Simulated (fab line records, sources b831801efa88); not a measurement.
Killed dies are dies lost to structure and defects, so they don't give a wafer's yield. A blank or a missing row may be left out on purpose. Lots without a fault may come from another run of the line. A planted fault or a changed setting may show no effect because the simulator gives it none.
One fault seen from 2 desks | flow sky130 | each desk has only its own numbers; what lay behind them comes last

THE TOOL OWNER'S DESK: furnace-01
The tool's own readings at SKY_SONOS_ONO_OXIDATION_00 (stabilise 600 s, purge 300 s, target thk 2.6 nm): means of the sampled wafers that have a number, for each lot that ran on this tool. A lot is out of limits, marked OUT, if its mean lies more than 4 standard deviations from the usual mean; the brackets give that distance.
Columns: A = spike_tc_top_C at SKY_SONOS_ONO_OXIDATION_00, usual 813 C; B = zone_power_lower_pct at SKY_SONOS_ONO_OXIDATION_00, usual 14.5 %
lot  | first seen here | A   | B
L823 | day 11 19:41    | 808 | 12.1
L826 | day 12 18:42    | 808 | 12.2
L831 | day 14 09:38    | 807 | 12.2
L842 | day 18 08:56    | 807 | 12.1
L843 | day 18 14:56    | 808 | 12.3
This desk's finding: nothing out of limits on any of the 5 lots.

THE METROLOGY DESK
What the gauges read, lot by lot, whatever tool the lot ran on: means of the sampled wafers that have a number. A lot is out of limits, marked OUT, if its mean lies more than 4 standard deviations from the usual mean; the brackets give that distance.
Columns: A = SONOS_ONO_OXIDATION_THK at SKY_SONOS_ONO_THK_MEAS_01, usual 2.59 nm; B = VIA1_BOW at SKY_VIA1_BOW_MEAS_03, usual 79 um
lot  | first seen here | A    | B
L823 | day 11 21:02    | 2.52 | 70
L824 | day 11 22:46    | 2.50 | 81
L826 | day 12 20:04    | 2.67 | 88
L831 | day 14 10:59    | 2.81 | 73
L837 | day 16 08:31    | 2.58 | 72
L838 | day 16 11:35    | 2.57 | 79
L839 | day 17 05:34    | 2.63 | 83
L840 | day 18 05:05    | 2.64 | 84
L841 | day 18 08:12    | 2.58 | 74
L842 | day 18 10:18    | 2.65 | 83
L843 | day 18 16:16    | 2.60 | 83
L844 | day 18 23:21    | 2.50 | 79
This desk's finding: nothing out of limits on any of the 12 lots.

PUT TOGETHER
The tool owner's desk saw nothing out of limits.
The metrology desk saw nothing out of limits.

WHAT THE SIMULATOR HAD PUT IN
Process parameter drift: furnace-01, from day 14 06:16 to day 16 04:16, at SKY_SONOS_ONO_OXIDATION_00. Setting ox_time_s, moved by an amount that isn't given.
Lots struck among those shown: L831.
